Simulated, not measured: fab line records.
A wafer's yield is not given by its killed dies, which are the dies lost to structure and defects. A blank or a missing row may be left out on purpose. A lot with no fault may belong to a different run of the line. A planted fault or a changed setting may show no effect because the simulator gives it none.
fab line records	flow gf180mcu
record lots=5	wafers=15	last_day=34
route steps=602 shown CONTACT@313 M1@315 V1@335
lots with no fault: from the same line, run without faults
start_h: hours from the record's opening day to when the first of the lot's shown wafers began	wait_h: hours elapsed since this lot's preceding step	" unchanged from the row above	L1.1+2: a row that stands for several wafers	- no value, or no start given	* or withheld: withheld	< > ~ a bound
route shown NAME@n: a module of which the file shows steps, and the number in the route of the first	usual: mean/standard deviation taken from wafers without a fault	same: alike in all rows	chamber/n: place in a boat	sites: the reading at each site	_std_site: the values' standard deviation	_edge_site: the outer-site mean with the inner-site mean subtracted	radius_mm: for every site, how far away it sits from the centre of the wafer	mask NAME#n: copy n	behind: the last tool/chamber to shape the wafer	hold: why the lot went on hold/how many hours it stayed there/how the hold came to an end	device: whichever transistor did not switch (one of n, p or np)	end of line: tests of these same wafers at the route's end	step lacking rows: just its recipe	killed: the dies lost at the first sort to structure and to defects; this is not the yield of the wafer	map: a wafer's dies, x killed, . not, _ none there
set.NAME: the setting the step ran with; set.NAME@STEP: the setting that earlier step ran with	model.NAME: the simulator's own value behind a step, which no gauge read
a table for each step, a row for each wafer; lots at some steps of the route
services: a tool's chamber out of use, with start hour (start_h, from the record's first day; less than 0 if before it), hours out, and reason
## steps
# step GF_CONTACT_THK_MEAS_26
# recipe thk_meas_gauge=xrf	reads=W_of_CONTACT_CVD_24
# usual CONTACT_W_THK=314/5.4
lot.wafer	tool	chamber	start_h	wait_h	CONTACT_W_THK[nm]
L079.2	film_metro-01	-	408.06	0.1	330
L079.4	"	-	"	"	325
L079.5	"	-	"	"	311
L080.4	film_metro-03	-	424.64	0.1	308
L080.5	"	-	"	"	317
L080.6	"	-	"	"	306
L082.1	film_metro-03	-	441.99	0.1	318
L082.3	"	-	"	"	315
L082.4	"	-	"	"	317
L084.4	film_metro-04	-	458.05	0.1	313
L084.5	"	-	"	"	311
L084.6	"	-	"	"	311
L095.3	film_metro-03	-	545.83	0.1	311
L095.4	"	-	"	"	311
L095.5	"	-	"	"	312
# step GF_CONTACT_CMP_27
# recipe stop_on=SiO2	down_force_psi=3.5	platen_rpm=60	t_overpolish_s=15	target_thk_nm=0	pad_velocity_m_s=0.94248
# usual motor_current_A=11.4/0.88	overpolish_run_s=15.000/0.0091	time_to_endpoint_s=74/5.3
lot.wafer	tool	chamber	start_h	wait_h	motor_current_A	overpolish_run_s	time_to_endpoint_s
L079.2	cmp-01	0	408.11	0.0	11.9	14.989	82
L079.4	"	3	"	"	12.1	14.983	80
L079.5	"	0	"	"	12.1	15.001	77
L080.4	cmp-02	3	424.77	0.1	11.7	15.017	71
L080.6	"	1	"	"	10.5	15.020	68
L080.5	"	2	"	"	9.3	15.006	73
L082.3	cmp-01	0	442.05	0.0	11.4	14.996	84
L082.4	"	2	"	"	11.4	14.995	70
L082.1	"	3	"	"	11.6	14.992	81
L084.4	cmp-01	0	458.08	0.0	11.9	14.995	82
L084.6	"	0	"	"	11.2	15.000	81
L084.5	"	1	"	"	11.6	14.992	75
L095.3	cmp-01	3	546.02	0.2	10.9	14.999	75
L095.4	"	1	"	"	12.2	14.988	72
L095.5	"	3	"	"	11.7	15.004	76
# step GF_M1_SPUTTER_00
# recipe material=Ti	target_thk_nm=37.5	arriving_ion_energy_ev=80	substrate_temp_c=200	chamber_pressure_pa=2	power_w=4000	time_s=150
# usual chamber_pressure_pa=1.999/0.004	throttle_valve_pct=30.0/1
# same time_s=150
lot.wafer	tool	chamber	start_h	wait_h	chamber_pressure_pa	throttle_valve_pct
L079.2	pvd_sputter-03	-	408.41	0.2	2.006	29.8
L079.4	"	-	"	"	2.009	31.4
L079.5	"	-	"	"	1.999	31.5
L080.4	pvd_sputter-03	-	424.97	0.1	2.000	30.2
L080.5	"	-	"	"	2.001	28.1
L080.6	"	-	"	"	2.004	29.9
L082.1	pvd_sputter-01	-	442.35	0.1	1.997	29.1
L082.3	"	-	"	"	2.003	30.7
L082.4	"	-	"	"	1.995	31.6
L084.4	pvd_sputter-04	-	458.38	0.2	2.005	29.4
L084.5	"	-	"	"	1.995	30.1
L084.6	"	-	"	"	2.002	30.3
L095.3	pvd_sputter-01	-	546.32	0.2	2.000	30.8
L095.4	"	-	"	"	2.001	28.9
L095.5	"	-	"	"	1.999	29.0
# step GF_M1_SPUTTER_01
# recipe material=TiN	target_thk_nm=30	power_w=6500	time_s=25	chamber_pressure_pa=0.4
# usual chamber_pressure_pa=0.4000/0.00087	throttle_valve_pct=30.0/1
# same time_s=25
lot.wafer	tool	chamber	start_h	wait_h	chamber_pressure_pa	throttle_valve_pct
L079.2	pvd_sputter-03	-	408.51	0.1	0.3987	29.7
L079.4	"	-	"	"	0.4001	32.0
L079.5	"	-	"	"	0.3997	31.7
L080.4	pvd_sputter-03	-	425.07	0.1	0.3998	30.1
L080.5	"	-	"	"	0.4016	28.1
L080.6	"	-	"	"	0.3987	29.7
L082.1	pvd_sputter-01	-	442.45	0.1	0.4001	29.2
L082.3	"	-	"	"	0.4003	30.6
L082.4	"	-	"	"	0.4004	31.3
L084.4	pvd_sputter-04	-	458.48	0.1	0.4008	29.2
L084.5	"	-	"	"	0.3997	30.0
L084.6	"	-	"	"	0.3998	30.5
L095.3	pvd_sputter-01	-	546.42	0.1	0.4012	30.7
L095.4	"	-	"	"	0.3993	28.9
L095.5	"	-	"	"	0.3990	29.1
# step GF_M1_SPUTTER_02
# recipe material=AlCu	target_thk_nm=450	power_w=10600	time_s=23.9	chamber_pressure_pa=0.4
# usual chamber_pressure_pa=0.3998/0.00071	throttle_valve_pct=30.0/1
# same time_s=23.9
lot.wafer	tool	chamber	start_h	wait_h	chamber_pressure_pa	throttle_valve_pct
L079.2	pvd_sputter-03	-	408.54	0.0	0.3990	30.0
L079.4	"	-	"	"	0.4006	31.8
L079.5	"	-	"	"	0.3993	31.7
L080.4	pvd_sputter-03	-	425.10	0.0	0.3996	30.2
L080.5	"	-	"	"	0.3999	27.9
L080.6	"	-	"	"	0.3989	30.2
L082.1	pvd_sputter-01	-	442.48	0.0	0.4004	29.3
L082.3	"	-	"	"	0.3995	30.3
L082.4	"	-	"	"	0.4006	31.7
L084.4	pvd_sputter-04	-	458.51	0.0	0.4004	29.1
L084.5	"	-	"	"	0.4008	30.0
L084.6	"	-	"	"	0.3998	30.7
L095.3	pvd_sputter-01	-	546.45	0.0	0.4004	30.6
L095.4	"	-	"	"	0.4003	29.4
L095.5	"	-	"	"	0.4012	29.3
# step GF_M1_SPUTTER_03
# recipe material=Ti	target_thk_nm=10	substrate_temp_c=300	chamber_pressure_pa=0.3	power_w=3000	time_s=6.7
# usual chamber_pressure_pa=0.3000/0.00061	throttle_valve_pct=30.0/1
# same time_s=6.7
lot.wafer	tool	chamber	start_h	wait_h	chamber_pressure_pa	throttle_valve_pct
L079.2	pvd_sputter-03	-	408.57	0.0	0.2998	29.9
L079.4	"	-	"	"	0.3003	31.9
L079.5	"	-	"	"	0.3003	31.8
L080.4	pvd_sputter-03	-	425.13	0.0	0.2994	29.9
L080.5	"	-	"	"	0.2994	28.0
L080.6	"	-	"	"	0.2999	29.8
L082.1	pvd_sputter-01	-	442.51	0.0	0.2997	29.2
L082.3	"	-	"	"	0.3004	30.7
L082.4	"	-	"	"	0.3006	31.6
L084.4	pvd_sputter-04	-	458.54	0.0	0.3008	29.2
L084.5	"	-	"	"	0.3001	30.1
L084.6	"	-	"	"	0.2997	30.7
L095.3	pvd_sputter-01	-	546.48	0.0	0.2994	30.5
L095.4	"	-	"	"	0.3004	29.2
L095.5	"	-	"	"	0.3005	29.0
# step GF_M1_SPUTTER_04
# recipe material=TiN	target_thk_nm=50	power_w=6500	time_s=41.7	chamber_pressure_pa=0.4
# usual chamber_pressure_pa=0.4000/0.00083	throttle_valve_pct=30.0/1
# same time_s=41.7
lot.wafer	tool	chamber	start_h	wait_h	chamber_pressure_pa	throttle_valve_pct
L079.2	pvd_sputter-03	-	408.59	0.0	0.3996	29.9
L079.4	"	-	"	"	0.3999	31.5
L079.5	"	-	"	"	0.3999	31.7
L080.4	pvd_sputter-03	-	425.16	0.0	0.4015	29.9
L080.5	"	-	"	"	0.4007	28.0
L080.6	"	-	"	"	0.4008	30.0
L082.1	pvd_sputter-01	-	442.53	0.0	0.3995	29.0
L082.3	"	-	"	"	0.4004	30.6
L082.4	"	-	"	"	0.3992	31.5
L084.4	pvd_sputter-04	-	458.56	0.0	0.4014	29.3
L084.5	"	-	"	"	0.3995	29.9
L084.6	"	-	"	"	0.3991	30.7
L095.3	pvd_sputter-01	-	546.50	0.0	0.4005	30.6
L095.4	"	-	"	"	0.3994	29.2
L095.5	"	-	"	"	0.3993	29.0
# step GF_M1_RS_MEAS_05
# recipe thk_meas_gauge=four-point-probe	reads=TiN_of_M1_SPUTTER_04+Ti_of_M1_SPUTTER_03+AlCu_of_M1_SPUTTER_02+TiN_of_M1_SPUTTER_01+Ti_of_M1_SPUTTER_00
# usual M1_ALCU_RS=0.0695/0.00067
lot.wafer	tool	chamber	start_h	wait_h	M1_ALCU_RS[ohm/sq]
L079.2	film_metro-03	-	408.65	0.0	0.0692
L079.4	"	-	"	"	0.0693
L079.5	"	-	"	"	0.0697
L080.4	film_metro-02	-	425.25	0.1	0.0700
L080.5	"	-	"	"	0.0694
L080.6	"	-	"	"	0.0698
L082.1	film_metro-04	-	442.57	0.0	0.0692
L082.3	"	-	"	"	0.0694
L082.4	"	-	"	"	0.0696
L084.4	film_metro-04	-	458.66	0.1	0.0700
L084.5	"	-	"	"	0.0702
L084.6	"	-	"	"	0.0706
L095.3	film_metro-03	-	546.58	0.1	0.0695
L095.4	"	-	"	"	0.0691
L095.5	"	-	"	"	0.0690
# step GF_M1_THK_MEAS_06
# recipe thk_meas_gauge=xrf	reads=AlCu_of_M1_SPUTTER_02
# usual M1_ALCU_THK=448/5.6
lot.wafer	tool	chamber	start_h	wait_h	M1_ALCU_THK[nm]
L079.2	film_metro-03	-	408.76	0.1	451
L079.4	"	-	"	"	452
L079.5	"	-	"	"	447
L080.4	film_metro-02	-	425.34	0.1	444
L080.5	"	-	"	"	447
L080.6	"	-	"	"	441
L082.1	film_metro-04	-	442.69	0.1	446
L082.3	"	-	"	"	449
L082.4	"	-	"	"	449
L084.4	film_metro-04	-	458.75	0.1	444
L084.5	"	-	"	"	443
L084.6	"	-	"	"	440
L095.3	film_metro-03	-	546.68	0.1	453
L095.4	"	-	"	"	454
L095.5	"	-	"	"	457
# step GF_M1_DEHYDRATE_07
# recipe temp_c=200	time_s=60
# usual exhaust_pa=45.0/0.82	plate_temp_C=200.05/0.15
# same time_s=60
lot.wafer	tool	chamber	start_h	wait_h	exhaust_pa	plate_temp_C
L079.2	litho_track-03	0	419.75	11.0	44.5	200.08
L079.4	"	0	"	"	43.2	200.14
L079.5	"	0	"	"	44.3	200.00
L080.4	litho_track-03	0	437.10	11.7	42.7	199.96
L080.5	"	0	"	"	43.3	200.23
L080.6	"	0	"	"	44.9	200.12
L082.1	litho_track-01	0	454.89	12.2	45.6	199.95
L082.3	"	0	"	"	46.5	200.20
L082.4	"	0	"	"	45.7	199.84
L084.4	litho_track-04	0	470.04	11.3	45.2	200.26
L084.5	"	0	"	"	45.1	199.82
L084.6	"	0	"	"	44.8	200.11
L095.3	litho_track-01	0	557.49	10.8	45.7	200.10
L095.4	"	0	"	"	45.7	200.26
L095.5	"	0	"	"	46.3	200.12
# step GF_M1_HMDS_08
# recipe prime_time_s=60	prime_temp_c=120
# usual exhaust_pa=45.1/0.93
lot.wafer	tool	chamber	start_h	wait_h	exhaust_pa
L079.2	litho_track-03	0	419.90	0.1	45.9
L079.4	"	0	"	"	44.6
L079.5	"	0	"	"	45.5
L080.4	litho_track-03	0	437.25	0.1	45.9
L080.5	"	0	"	"	44.9
L080.6	"	0	"	"	45.6
L082.1	litho_track-01	0	455.04	0.1	45.7
L082.3	"	0	"	"	44.9
L082.4	"	0	"	"	44.5
L084.4	litho_track-04	0	470.19	0.1	46.5
L084.5	"	0	"	"	46.5
L084.6	"	0	"	"	46.3
L095.3	litho_track-01	0	557.64	0.1	44.6
L095.4	"	0	"	"	45.4
L095.5	"	0	"	"	44.4
# step GF_M1_COAT_09
# recipe resist=KrF	spin_rpm=withheld	resist_thk_nm=1000
# usual dispense_pressure_kPa=52.4/0.79	exhaust_pa=44.9/0.88
lot.wafer	tool	chamber	start_h	wait_h	dispense_pressure_kPa	exhaust_pa
L079.2	litho_track-03	0	420.05	0.1	51.2	44.2
L079.4	"	0	"	"	51.2	45.0
L079.5	"	0	"	"	51.2	44.1
L080.4	litho_track-03	0	437.40	0.1	51.2	45.9
L080.5	"	0	"	"	51.2	46.7
L080.6	"	0	"	"	51.2	46.7
L082.1	litho_track-01	0	455.19	0.1	52.9	45.9
L082.3	"	0	"	"	52.9	45.0
L082.4	"	0	"	"	53.0	44.6
L084.4	litho_track-04	0	470.34	0.1	52.8	45.1
L084.5	"	0	"	"	52.8	45.8
L084.6	"	0	"	"	52.8	46.2
L095.3	litho_track-01	0	557.79	0.1	52.9	44.0
L095.4	"	0	"	"	53.0	44.9
L095.5	"	0	"	"	53.0	44.0
# step GF_M1_SOFTBAKE_10
# recipe temp_c=130	time_s=60	resist=KrF
# usual exhaust_pa=45.0/0.96	plate_temp_C=129.98/0.15
# same time_s=60
lot.wafer	tool	chamber	start_h	wait_h	exhaust_pa	plate_temp_C
L079.2	litho_track-03	0	420.20	0.1	44.0	130.18
L079.4	"	0	"	"	44.1	129.91
L079.5	"	0	"	"	43.3	130.17
L080.4	litho_track-03	0	437.55	0.1	46.0	130.11
L080.5	"	0	"	"	45.4	130.15
L080.6	"	0	"	"	46.5	130.04
L082.1	litho_track-01	0	455.34	0.1	46.7	130.05
L082.3	"	0	"	"	45.3	130.05
L082.4	"	0	"	"	44.2	130.16
L084.4	litho_track-04	0	470.49	0.1	44.9	129.71
L084.5	"	0	"	"	43.6	129.85
L084.6	"	0	"	"	44.2	129.89
L095.3	litho_track-01	0	557.94	0.1	44.6	130.04
L095.4	"	0	"	"	46.2	130.14
L095.5	"	0	"	"	47.3	130.01
# step GF_M1_EXPOSE_11
# recipe mask_id=Metal1	target_cd_nm=230	na=0.68	source_shape=conventional	sigma_outer=0.6	dose_mj=28
lot.wafer	tool	chamber	start_h	wait_h	mask
L079.2+4+5	krf_scanner-02	0	-	-	Metal1#0
L080.4+5+6	krf_scanner-02	0	-	-	Metal1#0
L082.1+3+4	krf_scanner-01	0	-	-	Metal1#0
L084.4+5+6	krf_scanner-01	0	-	-	Metal1#0
L095.3+4+5	krf_scanner-01	0	-	-	Metal1#0
# step GF_M1_PEB_12
# recipe peb_temp_c=135	peb_time_s=90	resist=KrF
# usual exhaust_pa=45.2/0.88	plate_temp_C=135.00/0.15
lot.wafer	tool	chamber	start_h	wait_h	exhaust_pa	plate_temp_C
L079.2	litho_track-04	0	-	-	44.0	135.13
L079.4	"	0	"	"	46.8	135.27
L079.5	"	0	"	"	44.7	135.11
L080.4	litho_track-01	0	-	-	45.0	135.01
L080.5	"	0	"	"	44.8	134.96
L080.6	"	0	"	"	44.3	134.95
L082.1	litho_track-01	0	-	-	44.5	134.82
L082.3	"	0	"	"	45.5	135.22
L082.4	"	0	"	"	44.6	134.92
L084.4	litho_track-04	0	-	-	45.8	135.21
L084.5	"	0	"	"	46.7	135.01
L084.6	"	0	"	"	46.5	134.95
L095.3	litho_track-01	0	-	-	45.1	135.15
L095.4	"	0	"	"	44.1	134.86
L095.5	"	0	"	"	43.6	134.83
# step GF_M1_DEVELOP_13
# recipe develop_time_s=60	dev_temp_c=21
# usual exhaust_pa=44.9/0.9
lot.wafer	tool	chamber	start_h	wait_h	exhaust_pa
L079.2	litho_track-04	0	432.29	0.2	43.8
L079.4	"	0	"	"	45.4
L079.5	"	0	"	"	44.8
L080.4	litho_track-01	0	449.87	0.1	46.1
L080.5	"	0	"	"	45.5
L080.6	"	0	"	"	45.1
L082.1	litho_track-01	0	467.24	0.2	46.5
L082.3	"	0	"	"	45.2
L082.4	"	0	"	"	44.9
L084.4	litho_track-04	0	482.99	0.1	45.8
L084.5	"	0	"	"	45.9
L084.6	"	0	"	"	45.5
L095.3	litho_track-01	0	568.89	0.1	45.9
L095.4	"	0	"	"	44.8
L095.5	"	0	"	"	45.7
# step GF_M1_CD_MEAS_14
# recipe target_cd_nm=230
# usual cd_nm=230.4/1.4
lot.wafer	tool	chamber	start_h	wait_h	cd_nm
L079.2	cd_sem-01	-	432.44	0.1	230.5
L079.4	"	-	"	"	231.8
L079.5	"	-	"	"	232.5
L080.4	cd_sem-01	-	450.00	0.1	232.4
L080.5	"	-	"	"	230.5
L080.6	"	-	"	"	231.1
L082.1	cd_sem-02	-	467.39	0.1	231.9
L082.3	"	-	"	"	233.4
L082.4	"	-	"	"	233.2
L084.4	cd_sem-01	-	483.13	0.1	229.3
L084.5	"	-	"	"	230.5
L084.6	"	-	"	"	229.4
L095.3	cd_sem-02	-	569.03	0.1	231.9
L095.4	"	-	"	"	230.9
L095.5	"	-	"	"	232.0
# step GF_M1_OVL_MEAS_15
# usual M1_OVL=0/5.1
lot.wafer	tool	chamber	start_h	wait_h	M1_OVL[nm]
L079.2	overlay-02	-	432.54	0.1	-10
L079.4	"	-	"	"	-11
L079.5	"	-	"	"	-10
L080.4	overlay-02	-	450.08	0.1	-7
L080.5	"	-	"	"	-9
L080.6	"	-	"	"	-10
L082.1	overlay-01	-	467.51	0.1	-3
L082.3	"	-	"	"	0
L082.4	"	-	"	"	0
L084.4	overlay-01	-	483.21	0.1	-1
L084.5	"	-	"	"	-4
L084.6	"	-	"	"	-2
L095.3	overlay-01	-	569.12	0.1	2
L095.4	"	-	"	"	3
L095.5	"	-	"	"	2
# step GF_M1_METAL_ETCH_16
# recipe chemistry=Cl2/BCl3	mask_material=KrF	target_depth_nm=750.8	stop_on=SiO2	pressure_mtorr=8	icp_w=800	bias_w=140	Cl2_flow_sccm=80	bcl3_flow_sccm=40	time_s=125.1
# usual bias_w=140.0/0.42	drypump_motor_current_A=5.72/0.27	oes_product_au=0.989/0.01	rf_fwd_power_W=795.6/2.7	throttle_valve_pct=28.230/0.014
# same time_s=125.1
lot.wafer	tool	chamber	start_h	wait_h	bias_w	drypump_motor_current_A	oes_product_au	rf_fwd_power_W	rf_hours_counter_h	throttle_valve_pct
L079.2	rie_metal-03	1	432.62	0.1	140.5	5.63	0.997	788.7	-	28.227
L079.4	"	1	"	"	139.7	5.63	0.999	793.3	-	28.216
L079.5	"	1	"	"	140.3	5.64	0.997	794.5	-	28.232
L080.4	rie_metal-03	1	450.23	0.1	139.8	5.63	0.998	793.3	-	28.228
L080.5	"	1	"	"	139.4	5.61	0.994	794.9	-	28.214
L080.6	"	1	"	"	139.2	5.64	0.994	794.6	-	28.223
L082.1	rie_metal-03	1	467.55	0.0	139.5	5.62	0.995	796.4	5	28.237
L082.3	"	0	"	"	140.2	5.69	1.003	795.3	-	28.212
L082.4	"	1	"	"	139.5	5.63	0.996	797.7	-	28.230
L084.4	rie_metal-04	0	483.27	0.1	138.9	5.71	0.970	795.5	-	28.262
L084.5	"	1	"	"	139.7	6.37	0.975	793.6	-	28.232
L084.6	"	0	"	"	139.3	5.69	0.977	795.3	-	28.245
L095.3	rie_metal-04	0	569.19	0.1	139.9	5.73	0.959	791.6	-	28.257
L095.4	"	1	"	"	140.1	6.36	0.989	796.9	-	28.230
L095.5	"	1	"	"	139.4	6.38	0.983	799.9	-	28.248
# step GF_M1_STRIP_17
# recipe chemistry=O2/N2	power_w=1417	pressure_mtorr=1500	platen_temp_c=250	o2_flow_sccm=3000	n2_flow_sccm=300	overash_fraction=0.5
# usual drypump_motor_current_A=5.6/0.63	heater_power_w=334/19	oes_product_au=0.537/0.0058	strip_time_to_endpoint_s=7.30/0.092
lot.wafer	tool	chamber	start_h	wait_h	drypump_motor_current_A	heater_power_w	oes_product_au	rf_hours_counter_h	strip_time_to_endpoint_s
L079.2	plasma_asher-04	1	432.83	0.2	6.6	311	0.530	81	7.29
L079.4	"	1	"	"	6.6	313	0.531	-	7.27
L079.5	"	1	"	"	6.6	311	0.536	-	7.31
L080.4	plasma_asher-02	1	450.39	0.1	5.3	337	0.534	-	7.20
L080.5	"	1	"	"	5.4	347	0.542	-	7.21
L080.6	"	0	"	"	5.4	335	0.534	-	7.19
L082.1	plasma_asher-04	1	467.68	0.1	6.6	315	0.539	84	7.32
L082.3	"	0	"	"	5.0	353	0.532	-	7.24
L082.4	"	1	"	"	6.6	309	0.541	-	7.30
L084.4	plasma_asher-02	1	483.39	0.1	5.3	351	0.548	-	7.50
L084.5	"	0	"	"	5.4	325	0.543	-	7.40
L084.6	"	1	"	"	5.3	342	0.539	-	7.47
L095.3	plasma_asher-04	1	569.31	0.1	6.6	307	0.536	-	7.49
L095.4	"	0	"	"	4.9	359	0.546	-	7.40
L095.5	"	0	"	"	5.0	363	0.543	-	7.39
# step GF_M1_STRIP_18
# recipe chemistry=post_etch_residue_remover	time_s=1200	temp_c=72.5
# same time_s=1200
lot.wafer	tool	chamber	start_h	wait_h
L079.2+4+5	wet_bench-04	0	432.93	0.1
L080.4+5+6	wet_bench-04	3	450.46	0.0
L082.1+3+4	wet_bench-02	2	467.78	0.1
L084.4+5+6	wet_bench-04	3	483.45	0.0
L095.3+4+5	wet_bench-02	2	569.37	0.0
# step GF_M1_CLEAN_19
# recipe chemistry=DIW	dry=n2_spin
lot.wafer	tool	chamber	start_h	wait_h
L079.2+4+5	wet_bench-02	1	433.27	0.0
L080.4+5+6	wet_bench-01	2	450.80	0.0
L082.1+3+4	wet_bench-04	1	468.12	0.0
L084.4+5+6	wet_bench-02	2	483.79	0.0
L095.3+4+5	wet_bench-04	0	569.72	0.0
# step GF_V1_CVD_00
# recipe material=SiO2	target_thk_nm=600	sigma_open_frac=0.3	temp_c=400	time_s=100	sih4_flow_sccm=60	pressure_mtorr=6
# same time_s=100
lot.wafer	tool	chamber	start_h	wait_h
L079.2+4+5	hdpcvd-01	2,0,2	433.37	0.0
L080.4+5+6	hdpcvd-01	1,2,0	450.93	0.0
L082.1+3+4	hdpcvd-01	0,2,0	468.21	0.0
L084.4+5+6	hdpcvd-02	2,1,0	483.93	0.0
L095.3+4+5	hdpcvd-01	0,0,1	569.81	0.0
# step GF_V1_THK_MEAS_01
# recipe reads=SiO2_of_V1_CVD_00
# usual V1_CVD_00_THK=597/7.9
lot.wafer	tool	chamber	start_h	wait_h	V1_CVD_00_THK[nm]
L079.2	film_metro-01	-	433.45	0.0	601
L079.4	"	-	"	"	588
L079.5	"	-	"	"	600
L080.4	film_metro-01	-	451.00	0.0	600
L080.5	"	-	"	"	598
L080.6	"	-	"	"	584
L082.1	film_metro-01	-	468.28	0.0	593
L082.3	"	-	"	"	595
L082.4	"	-	"	"	593
L084.4	film_metro-01	-	484.00	0.0	595
L084.5	"	-	"	"	595
L084.6	"	-	"	"	591
L095.3	film_metro-01	-	569.90	0.1	592
L095.4	"	-	"	"	596
L095.5	"	-	"	"	606
# step GF_V1_CVD_02
# recipe material=SiO2	target_thk_nm=850	precursor=TEOS	temp_c=400	time_s=94.851	rf_w=600
# usual heater_power_w=613/91	rf_fwd_power_W=596.3/2.2
# same time_s=94.851
lot.wafer	tool	chamber	start_h	wait_h	heater_power_w	rf_fwd_power_W
L079.2	pecvd-04	0	433.50	0.0	553	598.9
L079.4	"	2	"	"	569	597.8
L079.5	"	0	"	"	596	598.3
L080.4	pecvd-02	0	451.06	0.1	456	599.4
L080.5	"	1	"	"	745	598.9
L080.6	"	2	"	"	563	597.2
L082.1	pecvd-02	2	468.34	0.1	624	598.4
L082.3	"	1	"	"	725	594.6
L082.4	"	2	"	"	663	593.3
L084.4	pecvd-04	1	484.06	0.1	577	593.9
L084.5	"	0	"	"	517	598.6
L084.6	"	2	"	"	477	598.0
L095.3	pecvd-03	1	569.94	0.0	507	595.9
L095.4	"	0	"	"	562	596.1
L095.5	"	1	"	"	539	595.8
# step GF_V1_THK_MEAS_03
# recipe reads=SiO2_of_V1_CVD_02
# usual V1_CVD_02_THK=856/12
lot.wafer	tool	chamber	start_h	wait_h	V1_CVD_02_THK[nm]
L079.2	film_metro-04	-	433.58	0.0	839
L079.4	"	-	"	"	865
L079.5	"	-	"	"	854
L080.4	film_metro-02	-	451.13	0.0	869
L080.5	"	-	"	"	868
L080.6	"	-	"	"	862
L082.1	film_metro-02	-	468.41	0.0	836
L082.3	"	-	"	"	834
L082.4	"	-	"	"	862
L084.4	film_metro-02	-	484.13	0.0	860
L084.5	"	-	"	"	859
L084.6	"	-	"	"	874
L095.3	film_metro-02	-	570.03	0.1	878
L095.4	"	-	"	"	862
L095.5	"	-	"	"	899
# step GF_V1_CMP_04
# recipe material=SiO2	down_force_psi=4	platen_rpm=60	pad_velocity_m_s=0.94248
# usual motor_current_A=12.2/1	time_to_endpoint_s=81/6.6
lot.wafer	tool	chamber	start_h	wait_h	motor_current_A	time_to_endpoint_s
L079.4	cmp-01	1	433.63	0.0	13.0	88
L079.2	"	3	"	"	12.8	80
L079.5	"	2	"	"	12.7	76
L080.4	cmp-02	1	451.26	0.1	11.6	77
L080.5	"	3	"	"	12.1	81
L080.6	"	0	"	"	11.1	82
L082.4	cmp-01	3	468.52	0.1	12.7	95
L082.1	"	0	"	"	13.1	84
L082.3	"	1	"	"	12.6	80
L084.4	cmp-02	0	484.31	0.2	11.6	82
L084.6	"	1	"	"	11.4	82
L084.5	"	2	"	"	10.2	82
L095.3	cmp-01	2	570.17	0.1	12.8	81
L095.4	"	3	"	"	12.4	88
L095.5	"	0	"	"	13.0	106
# step GF_V1_BOW_MEAS_05
# recipe mode=bow
# usual V1_BOW=81/8.5
lot.wafer	tool	chamber	start_h	wait_h	V1_BOW[um]
L079.2	film_metro-04	-	433.95	0.2	90
L079.4	"	-	"	"	97
L079.5	"	-	"	"	93
L080.4	film_metro-01	-	451.52	0.2	72
L080.5	"	-	"	"	86
L080.6	"	-	"	"	75
L082.1	film_metro-01	-	468.77	0.1	71
L082.3	"	-	"	"	85
L082.4	"	-	"	"	74
L084.4	film_metro-01	-	484.52	0.2	82
L084.5	"	-	"	"	85
L084.6	"	-	"	"	89
L095.3	film_metro-01	-	570.41	0.2	75
L095.4	"	-	"	"	71
L095.5	"	-	"	"	87
# step GF_V1_DEHYDRATE_06
# recipe temp_c=200	time_s=60
# usual exhaust_pa=44.7/0.85	plate_temp_C=199.99/0.16
# same time_s=60
lot.wafer	tool	chamber	start_h	wait_h	exhaust_pa	plate_temp_C
L079.2	litho_track-02	0	445.49	11.5	45.8	199.99
L079.4	"	0	"	"	44.3	200.01
L079.5	"	0	"	"	45.2	199.95
L080.4	litho_track-02	0	462.99	11.4	44.3	199.97
L080.5	"	0	"	"	43.9	199.99
L080.6	"	0	"	"	44.1	199.97
L082.1	litho_track-01	0	480.34	11.5	44.4	199.87
L082.3	"	0	"	"	43.8	199.81
L082.4	"	0	"	"	45.1	200.03
L084.4	litho_track-02	0	495.39	10.9	43.9	200.10
L084.5	"	0	"	"	43.7	199.95
L084.6	"	0	"	"	44.1	200.01
L095.3	litho_track-02	0	580.36	9.9	44.1	200.10
L095.4	"	0	"	"	44.7	200.17
L095.5	"	0	"	"	44.2	199.83
# step GF_V1_HMDS_07
# recipe prime_time_s=60	prime_temp_c=120
# usual exhaust_pa=45.0/0.84
lot.wafer	tool	chamber	start_h	wait_h	exhaust_pa
L079.2	litho_track-02	0	445.64	0.1	44.2
L079.4	"	0	"	"	43.6
L079.5	"	0	"	"	45.0
L080.4	litho_track-02	0	463.14	0.1	44.1
L080.5	"	0	"	"	44.1
L080.6	"	0	"	"	44.7
L082.1	litho_track-01	0	480.49	0.1	44.1
L082.3	"	0	"	"	44.9
L082.4	"	0	"	"	44.2
L084.4	litho_track-02	0	495.54	0.1	43.6
L084.5	"	0	"	"	43.9
L084.6	"	0	"	"	43.3
L095.3	litho_track-02	0	580.51	0.1	45.2
L095.4	"	0	"	"	47.0
L095.5	"	0	"	"	45.4
## services
tool	chamber	start_h	hours	kind
rie_metal-03	0	400.66	44.5	repair
cmp-02	-	404.17	4.0	pm
cmp-02	-	414.50	1.0	repair
plasma_asher-04	-	421.35	2.8	pm
pvd_sputter-03	-	427.30	15.2	repair
cmp-01	-	454.07	0.5	repair
krf_scanner-01	-	455.94	7.2	pm
cmp-01	-	458.85	9.3	pm
plasma_asher-04	-	466.55	0.9	repair
krf_scanner-01	-	477.53	1.1	repair
hdpcvd-01	0	478.47	6.0	repair
krf_scanner-01	-	480.64	2.9	repair
hdpcvd-01	-	482.64	6.0	pm
rie_metal-03	-	502.97	14.6	pm
krf_scanner-01	-	510.70	0.8	pm
cmp-01	-	517.84	0.3	repair
krf_scanner-01	-	528.29	1.0	pm
cmp-02	-	528.63	1.4	repair
pvd_sputter-04	-	534.53	3.6	repair
hdpcvd-01	-	539.25	15.0	pm
krf_scanner-01	-	543.34	4.4	pm
pvd_sputter-04	-	546.02	7.4	repair
cmp-02	-	549.41	0.5	repair
cmp-01	-	572.35	4.0	pm
## key
fault none
